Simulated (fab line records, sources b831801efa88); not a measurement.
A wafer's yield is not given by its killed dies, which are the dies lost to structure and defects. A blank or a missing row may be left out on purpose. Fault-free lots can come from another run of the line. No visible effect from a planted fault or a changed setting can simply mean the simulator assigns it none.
Matching of chambers | flow sky130 | 4 sister chambers for SKY_VIA2_CMP_24 on cmp-02
The step polishes, stops on SiO2, t overpolish 20 s, target thk 0 nm. 4 wafers are shown with their chamber, then 12 later ones without.

## EACH WAFER AND ITS CHAMBER
wafer  | chamber | motor current A (A)
L086.5 | 0       | 8.4
L087.2 | 2       | 12.9
L087.3 | 3       | 10.6
L087.6 | 1       | 10.8

## WAFERS WITH NO CHAMBER GIVEN
wafer  | motor current A (A)
L089.3 | 10.9
L089.5 | 11.1
L089.6 | 12.3
L092.2 | 8.2
L092.4 | 12.5
L092.6 | 10.4
L094.1 | 8.5
L094.3 | 10.6
L094.6 | 11.0
L096.1 | 13.2
L096.2 | 10.6
L096.3 | 10.1

## EACH ONE'S CHAMBER
wafer  | from the rows above     | in truth
L089.3 | can't be placed: 1 or 3 | 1
L089.5 | can't be placed: 1 or 3 | 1
L089.6 | 2                       | 2
L092.2 | 0                       | 0
L092.4 | 2                       | 2
L092.6 | can't be placed: 3 or 1 | 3
L094.1 | 0                       | 0
L094.3 | can't be placed: 3 or 1 | 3
L094.6 | can't be placed: 1 or 3 | 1
L096.1 | 2                       | 2
L096.2 | can't be placed: 3 or 1 | 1
L096.3 | can't be placed: 3 or 1 | 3
Correct placement for 5 of the 12. Cannot be placed on the basis of these rows: 7; the candidates contain the true chamber in 7. Wrongly placed: 0.
How it was worked out, from the rows above alone: a wafer's distance from a chamber is the root of the sum, over the readings, of the square of ((its reading less the chamber's mean) divided by the reading's scatter). If the next closest chamber is less than 2 further off than the closest, the wafer can't be placed; otherwise it belongs to the closest. Each chamber's mean is taken over the wafers shown for it. The scatter: with one shown wafer a chamber, the root of the mean of the squares of how far each hidden wafer lies from its nearest shown one.
